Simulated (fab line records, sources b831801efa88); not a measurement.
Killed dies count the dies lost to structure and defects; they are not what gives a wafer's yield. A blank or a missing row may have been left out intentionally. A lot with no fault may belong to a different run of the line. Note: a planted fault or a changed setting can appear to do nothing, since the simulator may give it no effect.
A struck lot beside a sound one / flow sky130 / 35 out of 708 route steps
Sound: wafers L989.1, L989.3, L989.5. Struck: wafers L101.1, L101.2, L101.3. The cause is named last.
At each step with rows: each side's tool, then ch and its chambers, then its first start. Under that, the readings that differ: sound wafers / struck wafers / difference of the means / sigmas: that difference in standard deviations of wafers without a fault.
alike: readings with means less than 2 such deviations apart, plus words and numbers identical on both sides. not compared: withheld readings, readings lacking a value on some wafer, bounds such as >300 that could conceal the same value, and numbers that have no deviation in the record and whose values overlap.
The two part at a step that has a row with sigmas, a row that says differs or no value, or rows on one side only. When numbers do not overlap yet have no deviation, they are printed without sigmas and do not part them. Lack of a reading on every wafer of one side parts them only where that side has two or more wafers.

first, 10 steps without rows for these wafers: SKY_VIA2_DEHYDRATE_04 (time 60 s); SKY_VIA2_HMDS_05 (prime time 60 s); SKY_VIA2_COAT_06 (resist thk 60 nm); SKY_VIA2_COAT_07 (resist thk 450 nm); SKY_VIA2_SOFTBAKE_08 (time 91.75 s); SKY_VIA2_EXPOSE_09 (exposes mask VIM2, target cd 200 nm); SKY_VIA2_PEB_10; SKY_VIA2_DEVELOP_11 (develop time 60 s); SKY_VIA2_ETCH_14 (etches BARC in N2/H2, stops on SiO2, time 45.9 s, target depth 60 nm); SKY_VIA2_ETCH_15 (etches SiO2 in C4F8/O2/Ar, stops on TiN, target depth 546 nm, time 84 s).
SKY_VIA2_STRIP_16: strips in O2/N2.
  sound on plasmaAsher-02 ch 0,1, day 38 04:52; struck on plasmaAsher-02 ch 0,1, day 41 22:17
  alike: drypumpMotorCurrentA, oesProductAu, stripTimeToEndpointS
  not compared: rfHoursCounterH
then, 23 steps without rows for these wafers: SKY_VIA2_STRIP_17 (strips in post etch residue remover, time 1200 s); SKY_VIA2_CLEAN_18 (cleans in IPA, time 180 s); SKY_VIA2_CLEAN_19 (cleans in O3/DIW); SKY_VIA2_SPUTTER_20 (material TiN, target thk 20 nm, time 80 s); SKY_VIA2_CVD_21 (deposits W, target thk 420 nm, time 126.4 s); SKY_VIA2_CMP_24 (polishes, stops on SiO2, t overpolish 20 s, target thk 0 nm); SKY_METAL3_SPUTTER_00 (material Ti, target thk 15 nm, time 10 s); SKY_METAL3_SPUTTER_01 (material TiN, target thk 20 nm, time 16.7 s); SKY_METAL3_SPUTTER_02 (material AlCu, target thk 735 nm, time 39.1 s); SKY_METAL3_SPUTTER_03 (material Ti, target thk 5 nm, time 3.3 s); SKY_METAL3_SPUTTER_04 (material TiN, target thk 70 nm, time 58.3 s); SKY_CAPM_CVD_00 (deposits SiO2, target thk 15.5 nm); SKY_CAPM_SPUTTER_02 (material TiN, target thk 200 nm, time 166.7 s); SKY_CAPM_DEHYDRATE_05 (time 60 s); SKY_CAPM_HMDS_06 (prime time 60 s); SKY_CAPM_COAT_07 (resist thk 1140 nm); SKY_CAPM_SOFTBAKE_08 (time 60 s); SKY_CAPM_EXPOSE_09 (exposes mask CAPM, target cd 1000 nm); SKY_CAPM_PEB_10; SKY_CAPM_DEVELOP_11 (develop time 58.01 s); SKY_CAPM_METAL_ETCH_13 (etches TiN in Cl2/BCl3, stops on SiO2, target depth 220 nm, time 62.9 s); SKY_CAPM_STRIP_14 (strips in O2/N2); SKY_CAPM_STRIP_15 (strips in post etch residue remover, time 1200 s).
-- the record jumps here: 8 days lie between the struck wafers' starts before and after (it left off in module CAPM and takes up again in module PAD_OPEN, whose first step shown is number 708 of the route) --
SKY_PAD_OPEN_PROBE_99:
  only the struck wafers here have rows in the record (prober-02, day 50 04:34); the sound ones have none

## WHERE THEY PART
At SKY_PAD_OPEN_PROBE_99 and nowhere else, as far as this record goes.

WHY: what the simulator had put in
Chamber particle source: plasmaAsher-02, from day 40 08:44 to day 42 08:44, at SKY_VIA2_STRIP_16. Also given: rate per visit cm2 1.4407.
